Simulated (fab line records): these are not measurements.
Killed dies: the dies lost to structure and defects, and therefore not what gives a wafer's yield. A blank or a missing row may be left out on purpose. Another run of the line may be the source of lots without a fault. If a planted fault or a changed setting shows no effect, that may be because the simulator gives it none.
Which tool is to blame? || flow gf180mcu || 44 wafers from 15 lots sampled at 5 of the route's 602 steps

## WHAT EACH GAUGE READ, for each wafer
GF_STI_THK_MEAS_04.
{"lot": "L496", "measured": "day 1 13:53", "on": "film metro-04", "STI_CVD_03_THK (nm)": "206.5 205.8 207.3"}
{"lot": "L497", "measured": "day 1 18:35", "on": "film metro-03", "STI_CVD_03_THK (nm)": "206.5 207.6 208.1"}
{"lot": "L498", "measured": "day 1 23:34", "on": "film metro-02", "STI_CVD_03_THK (nm)": "208.4 206.4 207.0"}
{"lot": "L501", "measured": "day 2 15:33", "on": "film metro-04", "STI_CVD_03_THK (nm)": "206.5 205.6 207.6"}
{"lot": "L502", "measured": "day 2 20:52", "on": "film metro-03", "STI_CVD_03_THK (nm)": "205.4 203.8 204.0"}
{"lot": "L503", "measured": "day 3 02:50", "on": "film metro-03", "STI_CVD_03_THK (nm)": "210.0 209.9 208.3"}
{"lot": "L504", "measured": "day 3 05:44", "on": "film metro-04", "STI_CVD_03_THK (nm)": "205.7 206.9 204.8"}
{"lot": "L505", "measured": "day 3 11:19", "on": "film metro-03", "STI_CVD_03_THK (nm)": "208.9 208.8 209.1"}
{"lot": "L506", "measured": "day 3 16:55", "on": "film metro-04", "STI_CVD_03_THK (nm)": "202.1 203.6 202.6"}
{"lot": "L507", "measured": "day 3 21:34", "on": "film metro-04", "STI_CVD_03_THK (nm)": "209.3 208.4"}
{"lot": "L508", "measured": "day 4 02:33", "on": "film metro-02", "STI_CVD_03_THK (nm)": "206.6 205.7 206.7"}
{"lot": "L515", "measured": "day 5 13:33", "on": "film metro-03", "STI_CVD_03_THK (nm)": "207.5 206.8 208.0"}
{"lot": "L517", "measured": "day 5 23:32", "on": "film metro-04", "STI_CVD_03_THK (nm)": "206.4 208.0 207.8"}
{"lot": "L518", "measured": "day 6 03:34", "on": "film metro-04", "STI_CVD_03_THK (nm)": "208.9 207.4 209.2"}
{"lot": "L519", "measured": "day 6 09:43", "on": "film metro-03", "STI_CVD_03_THK (nm)": "207.7 208.8 207.6"}

GF_DNWELL_TW_MEAS_09.
{"lot": "L496", "measured": "day 2 18:43", "on": "film metro-02", "DNWELL_TW": "1365 1372 1374"}
{"lot": "L497", "measured": "day 3 00:32", "on": "film metro-01", "DNWELL_TW": "1360 1370 1377"}
{"lot": "L498", "measured": "day 3 05:22", "on": "film metro-03", "DNWELL_TW": "1342 1354 1353"}
{"lot": "L501", "measured": "day 3 20:37", "on": "film metro-03", "DNWELL_TW": "1353 1352 1351"}
{"lot": "L502", "measured": "day 4 04:37", "on": "film metro-03", "DNWELL_TW": "1336 1338 1337"}
{"lot": "L503", "measured": "day 4 09:19", "on": "film metro-02", "DNWELL_TW": "1358 1356 1357"}
{"lot": "L504", "measured": "day 4 12:34", "on": "film metro-03", "DNWELL_TW": "1341 1343 1351"}
{"lot": "L505", "measured": "day 4 18:28", "on": "film metro-02", "DNWELL_TW": "1355 1357 1361"}
{"lot": "L506", "measured": "day 5 00:25", "on": "film metro-01", "DNWELL_TW": "1342 1280 1278"}
{"lot": "L507", "measured": "day 5 06:19", "on": "film metro-02", "DNWELL_TW": "1283 1345"}
{"lot": "L508", "measured": "day 5 11:16", "on": "film metro-03", "DNWELL_TW": "1337 1285 1335"}
{"lot": "L515", "measured": "day 7 01:10", "on": "film metro-03", "DNWELL_TW": "1343 1341 1344"}
{"lot": "L517", "measured": "day 7 10:34", "on": "film metro-03", "DNWELL_TW": "1335 1329 1335"}
{"lot": "L518", "measured": "day 7 14:40", "on": "film metro-03", "DNWELL_TW": "1348 1349 1348"}
{"lot": "L519", "measured": "day 8 03:16", "on": "film metro-01", "DNWELL_TW": "1347 1339 1346"}

GF_NWELL_TW_MEAS_11.
{"lot": "L496", "measured": "day 3 07:55", "on": "film metro-02", "NWELL_TW": "1576 1581 1580"}
{"lot": "L497", "measured": "day 3 13:38", "on": "film metro-02", "NWELL_TW": "1587 1593 1585"}
{"lot": "L498", "measured": "day 3 18:34", "on": "film metro-01", "NWELL_TW": "1587 1597 1586"}
{"lot": "L501", "measured": "day 4 11:01", "on": "film metro-01", "NWELL_TW": "1580 1570 1578"}
{"lot": "L502", "measured": "day 4 19:19", "on": "film metro-01", "NWELL_TW": "1574 1578 1585"}
{"lot": "L503", "measured": "day 5 00:40", "on": "film metro-04", "NWELL_TW": "1594 1592 1594"}
{"lot": "L504", "measured": "day 5 03:22", "on": "film metro-01", "NWELL_TW": "1568 1570 1564"}
{"lot": "L505", "measured": "day 5 08:52", "on": "film metro-01", "NWELL_TW": "1562 1571 1563"}
{"lot": "L506", "measured": "day 5 14:07", "on": "film metro-02", "NWELL_TW": "1583 1578 1574"}
{"lot": "L507", "measured": "day 5 22:28", "on": "film metro-02", "NWELL_TW": "1588 1585"}
{"lot": "L508", "measured": "day 6 02:51", "on": "film metro-02", "NWELL_TW": "1576 1576 1576"}
{"lot": "L515", "measured": "day 7 16:50", "on": "film metro-04", "NWELL_TW": "1589 1581 1592"}
{"lot": "L517", "measured": "day 8 03:04", "on": "film metro-02", "NWELL_TW": "1584 1586 1579"}
{"lot": "L518", "measured": "day 8 06:40", "on": "film metro-01", "NWELL_TW": "1572 1577 1578"}
{"lot": "L519", "measured": "day 8 20:00", "on": "film metro-02", "NWELL_TW": "1584 1575 1583"}

GF_VT_IMPLANT_OVL_MEAS_07.
{"lot": "L496", "measured": "day 5 15:01", "on": "overlay-02", "VT_IMPLANT_OVL (nm)": "2.3 1.1 1.3"}
{"lot": "L497", "measured": "day 5 20:35", "on": "overlay-02", "VT_IMPLANT_OVL (nm)": "3.6 2.8 1.8"}
{"lot": "L498", "measured": "day 6 02:59", "on": "overlay-01", "VT_IMPLANT_OVL (nm)": "1.7 2.1 3.3"}
{"lot": "L501", "measured": "day 6 23:22", "on": "overlay-01", "VT_IMPLANT_OVL (nm)": "3.0 2.6 1.7"}
{"lot": "L502", "measured": "day 7 07:47", "on": "overlay-01", "VT_IMPLANT_OVL (nm)": "0.7 2.8 0.7"}
{"lot": "L503", "measured": "day 7 12:16", "on": "overlay-02", "VT_IMPLANT_OVL (nm)": "1.5 2.8 0.4"}
{"lot": "L504", "measured": "day 7 15:43", "on": "overlay-01", "VT_IMPLANT_OVL (nm)": "1.6 1.5 -0.2"}
{"lot": "L505", "measured": "day 7 21:32", "on": "overlay-01", "VT_IMPLANT_OVL (nm)": "0.1 0.8 -0.1"}
{"lot": "L506", "measured": "day 8 02:55", "on": "overlay-01", "VT_IMPLANT_OVL (nm)": "0.1 2.3 1.5"}
{"lot": "L507", "measured": "day 8 12:38", "on": "overlay-02", "VT_IMPLANT_OVL (nm)": "2.2 3.1"}
{"lot": "L508", "measured": "day 8 17:28", "on": "overlay-02", "VT_IMPLANT_OVL (nm)": "2.2 3.0 1.3"}
{"lot": "L515", "measured": "day 10 12:46", "on": "overlay-01", "VT_IMPLANT_OVL (nm)": "0.7 -1.7 1.2"}
{"lot": "L517", "measured": "day 10 23:40", "on": "overlay-01", "VT_IMPLANT_OVL (nm)": "-0.5 1.7 2.9"}
{"lot": "L518", "measured": "day 11 04:43", "on": "overlay-02", "VT_IMPLANT_OVL (nm)": "0.9 1.3 2.2"}
{"lot": "L519", "measured": "day 11 19:10", "on": "overlay-02", "VT_IMPLANT_OVL (nm)": "3.2 1.7 1.2"}

## WHICH TOOL RAN EACH LOT (tool, then ch and the chambers of the sampled wafers, then the start)
{"lot": "L496", "GF_DNWELL_IMPLANT_07": "implanter-02 ch 0, day 2 18:28"}
{"lot": "L497", "GF_DNWELL_IMPLANT_07": "implanter-01 ch 0, day 3 00:19"}
{"lot": "L498", "GF_DNWELL_IMPLANT_07": "implanter-01 ch 0, day 3 05:08"}
{"lot": "L501", "GF_DNWELL_IMPLANT_07": "implanter-01 ch 0, day 3 20:22"}
{"lot": "L502", "GF_DNWELL_IMPLANT_07": "implanter-01 ch 0, day 4 04:23"}
{"lot": "L503", "GF_DNWELL_IMPLANT_07": "implanter-02 ch 0, day 4 09:04"}
{"lot": "L504", "GF_DNWELL_IMPLANT_07": "implanter-02 ch 0, day 4 12:20"}
{"lot": "L505", "GF_DNWELL_IMPLANT_07": "implanter-01 ch 0, day 4 18:14"}
{"lot": "L506", "GF_DNWELL_IMPLANT_07": "implanter-02 ch 0, day 5 00:10"}
{"lot": "L507", "GF_DNWELL_IMPLANT_07": "implanter-02 ch 0, day 5 06:05"}
{"lot": "L508", "GF_DNWELL_IMPLANT_07": "implanter-02 ch 0, day 5 11:01"}
{"lot": "L515", "GF_DNWELL_IMPLANT_07": "implanter-04 ch 0, day 7 00:55"}
{"lot": "L517", "GF_DNWELL_IMPLANT_07": "implanter-01 ch 0, day 7 10:19"}
{"lot": "L518", "GF_DNWELL_IMPLANT_07": "implanter-01 ch 0, day 7 14:25"}
{"lot": "L519", "GF_DNWELL_IMPLANT_07": "implanter-04 ch 0, day 8 03:02"}
- GF_DNWELL_IMPLANT_07

## WHAT THE TOOLS THEMSELVES READ (means of the sampled wafers that have a number; where no wafer has one, the mark that the record gives instead)
GF_DNWELL_IMPLANT_07.
{"lot": "L496", "tool": "implanter-02", "end station pressure torr (Torr)": 4.71e-06}
{"lot": "L497", "tool": "implanter-01", "end station pressure torr (Torr)": 4.99e-06}
{"lot": "L498", "tool": "implanter-01", "end station pressure torr (Torr)": 4.79e-06}
{"lot": "L501", "tool": "implanter-01", "end station pressure torr (Torr)": 4.93e-06}
{"lot": "L502", "tool": "implanter-01", "end station pressure torr (Torr)": 4.89e-06}
{"lot": "L503", "tool": "implanter-02", "end station pressure torr (Torr)": 5.20e-06}
{"lot": "L504", "tool": "implanter-02", "end station pressure torr (Torr)": 4.78e-06}
{"lot": "L505", "tool": "implanter-01", "end station pressure torr (Torr)": 4.89e-06}
{"lot": "L506", "tool": "implanter-02", "end station pressure torr (Torr)": 5.08e-06}
{"lot": "L507", "tool": "implanter-02", "end station pressure torr (Torr)": 5.22e-06}
{"lot": "L508", "tool": "implanter-02", "end station pressure torr (Torr)": 4.82e-06}
{"lot": "L515", "tool": "implanter-04", "end station pressure torr (Torr)": 4.95e-06}
{"lot": "L517", "tool": "implanter-01", "end station pressure torr (Torr)": 5.02e-06}
{"lot": "L518", "tool": "implanter-01", "end station pressure torr (Torr)": 5.06e-06}
{"lot": "L519", "tool": "implanter-04", "end station pressure torr (Torr)": 4.94e-06}

## THE ANSWER, worked out from the rows above alone
Rule: usual is defined by the lots themselves. The widest of any qualifying gaps counts: lots, ordered by their means at a reading, are off when they make up no more than a third of the lots, leave a main group of 4 or more, and stand apart from it by 3 or more times the standard deviation of that group's means. A main group is skipped when, at the precision printed for the reading in the tables above, its means are all equal. Also off: a lot with no number at a reading for which 4 or more lots have one. All remaining lots with rows at the step are treated as sound. Order of review: gauges by route order, followed by the tools' own readings, for which a lot's mean as printed above is used. At the first step where some lot is off, the reading lying furthest off is the one used; lots without a number count as furthest.
No lot is off at any reading shown: from this, nothing can be told.

## WHAT THE SIMULATOR HAD PUT IN
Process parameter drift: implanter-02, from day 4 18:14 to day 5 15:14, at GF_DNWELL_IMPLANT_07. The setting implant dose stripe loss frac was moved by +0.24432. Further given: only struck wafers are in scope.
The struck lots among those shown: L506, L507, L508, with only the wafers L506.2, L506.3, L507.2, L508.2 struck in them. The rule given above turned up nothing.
